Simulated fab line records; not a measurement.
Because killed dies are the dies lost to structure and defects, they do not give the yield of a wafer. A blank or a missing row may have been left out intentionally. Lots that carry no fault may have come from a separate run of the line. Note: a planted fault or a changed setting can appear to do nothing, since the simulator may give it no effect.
The tool behind it: which one?    flow sky130    Sampling: 24 lots, 72 wafers, 3 of 708 route steps

== WHAT EACH GAUGE READ, for each wafer ==
SKY_METAL2_OVL_MEAS_16.
lot   measured      on          METAL2_OVL (nm)
L074  day 35 05:11  overlay-02  3 2 -1
L075  day 35 09:59  overlay-01  -4 -6 -6
L077  day 36 08:04  overlay-02  3 0 8
L076  day 36 08:25  overlay-02  -6 -5 -5
L078  day 36 15:59  overlay-02  -3 0 0
L079  day 37 14:38  overlay-02  2 2 4
L080  day 37 15:17  overlay-02  -5 -9 -5
L081  day 37 15:38  overlay-01  2 -2 8
L082  day 37 21:17  overlay-02  -6 1 -5
L083  day 38 14:02  overlay-02  6 0 4
L084  day 38 16:47  overlay-01  3 4 0
L085  day 38 23:19  overlay-02  -3 -3 -2
L087  day 39 17:10  overlay-01  -3 1 1
L086  day 39 19:23  overlay-01  4 2 1
L088  day 39 23:58  overlay-01  1 -6 2
L090  day 40 17:34  overlay-02  5 0 3
L089  day 40 18:11  overlay-02  7 3 5
L091  day 40 20:05  overlay-01  -3 -5 -9
L093  day 41 00:36  overlay-01  2 -4 -1
L092  day 41 01:32  overlay-02  2 -2 0
L094  day 41 05:11  overlay-01  4 1 -2
L096  day 41 20:23  overlay-02  -1 -3 4
L095  day 41 21:02  overlay-02  -1 -5 -5
L097  day 42 01:44  overlay-01  1 5 0

SKY_VIA2_CD_MEAS_12 targets a cd of 200 nm.
lot   measured      on         cd_nm (nm)
L074  day 36 10:24  cd_sem-01  201.5 201.0 201.5
L075  day 36 12:34  cd_sem-02  200.3 199.4 200.4
L077  day 37 11:09  cd_sem-02  199.9 199.8 198.8
L076  day 37 11:28  cd_sem-02  199.5 199.6 199.5
L078  day 37 20:06  cd_sem-02  199.6 202.5 201.3
L079  day 38 17:38  cd_sem-02  199.2 198.8 198.0
L080  day 38 18:01  cd_sem-02  200.1 200.7 199.8
L081  day 38 18:42  cd_sem-02  199.7 201.0 198.5
L082  day 39 00:25  cd_sem-02  201.5 201.6 200.4
L083  day 39 16:21  cd_sem-02  201.3 201.7 201.5
L084  day 39 18:34  cd_sem-02  199.5 199.1 200.2
L085  day 40 03:43  cd_sem-02  201.2 201.8 201.1
L087  day 40 19:11  cd_sem-02  198.7 199.6 199.3
L086  day 40 21:16  cd_sem-02  202.6 202.1 202.2
L088  day 41 01:40  cd_sem-02  201.7 202.4 201.3
L090  day 41 18:44  cd_sem-02  200.5 200.5 199.7
L089  day 41 19:54  cd_sem-02  199.2 198.8 198.9
L091  day 41 21:15  cd_sem-02  201.8 200.2 200.3
L093  day 42 01:44  cd_sem-01  198.1 198.2 197.2
L092  day 42 02:16  cd_sem-01  199.8 199.7 201.1
L094  day 42 06:19  cd_sem-01  199.2 198.9 198.8
L096  day 42 21:18  cd_sem-02  198.8 199.8 197.4
L095  day 42 21:22  cd_sem-01  201.8 201.2 200.2
L097  day 43 02:18  cd_sem-02  199.5 199.1 199.5

== TOOL THAT RAN EACH LOT (tool first, then ch and the chambers of the sampled wafers, then the start) ==
lot   SKY_VIA1_CVD_21
L074  cvd_w-01 ch 1, day 34 01:14
L075  cvd_w-01 ch 1, day 34 06:28
L077  cvd_w-01 ch 0,1, day 34 22:36
L076  cvd_w-02 ch 0,1, day 34 22:55
L078  cvd_w-02 ch 0,1, day 35 16:25
L079  cvd_w-01 ch 0,1, day 36 11:40
L080  cvd_w-01 ch 0,1, day 36 12:31
L081  cvd_w-02 ch 0,1, day 36 12:38
L082  cvd_w-01 ch 0,1, day 36 19:07
L083  cvd_w-01 ch 0,1, day 37 11:04
L084  cvd_w-02 ch 0,1, day 37 13:50
L085  cvd_w-01 ch 0,1, day 37 20:49
L087  cvd_w-02 ch 0,1, day 38 16:13
L086  cvd_w-02 ch 0,1, day 38 18:09
L088  cvd_w-02 ch 0,1, day 38 21:59
L090  cvd_w-01 ch 0,1, day 39 16:11
L089  cvd_w-02 ch 0,1, day 39 16:53
L091  cvd_w-01 ch 0,1, day 39 18:57
L093  cvd_w-02 ch 0,1, day 39 23:07
L092  cvd_w-02 ch 0,1, day 39 23:35
L094  cvd_w-01 ch 0,1, day 40 04:16
L096  cvd_w-02 ch 0,1, day 40 19:26
L095  cvd_w-02 ch 0,1, day 40 19:58
L097  cvd_w-01 ch 0,1, day 41 01:34
- SKY_VIA1_CVD_21: deposits W, target thk 270 nm, time 80.902 s.

== AS READ BY THE TOOLS THEMSELVES (means over the sampled wafers that have a number; for cases with no such wafer, the mark the record gives instead) ==
SKY_VIA1_CVD_21.
lot   tool      heater_power_w (W)
L074  cvd_w-01  716
L075  cvd_w-01  731
L077  cvd_w-01  828
L076  cvd_w-02  738
L078  cvd_w-02  740
L079  cvd_w-01  788
L080  cvd_w-01  782
L081  cvd_w-02  743
L082  cvd_w-01  778
L083  cvd_w-01  839
L084  cvd_w-02  736
L085  cvd_w-01  777
L087  cvd_w-02  778
L086  cvd_w-02  740
L088  cvd_w-02  730
L090  cvd_w-01  771
L089  cvd_w-02  741
L091  cvd_w-01  799
L093  cvd_w-02  769
L092  cvd_w-02  731
L094  cvd_w-01  787
L096  cvd_w-02  731
L095  cvd_w-02  775
L097  cvd_w-01  767

== THE ANSWER, worked out from the rows above alone ==
Rule: usual is defined by the lots themselves. The widest of any qualifying gaps counts: lots, ordered by their means at a reading, are off when they make up no more than a third of the lots, leave a main group of 4 or more, and stand apart from it by 3 or more times the standard deviation of that group's means. The tables above print the reading to a certain number of digits; a main group whose means all agree to those digits is not used. Also off: a lot with no number at a reading for which 4 or more lots have one. Any other lot the step has rows for is counted as sound. First the gauges in route order, then the tools' own readings, where a lot's mean is used as printed above. The first step at which some lot is off is used, and at that step the reading that is off furthest; a lot without a number counts as furthest.
None of the lots is off at any reading shown; this tells nothing.

== WHAT THE SIMULATOR HAD INSERTED ==
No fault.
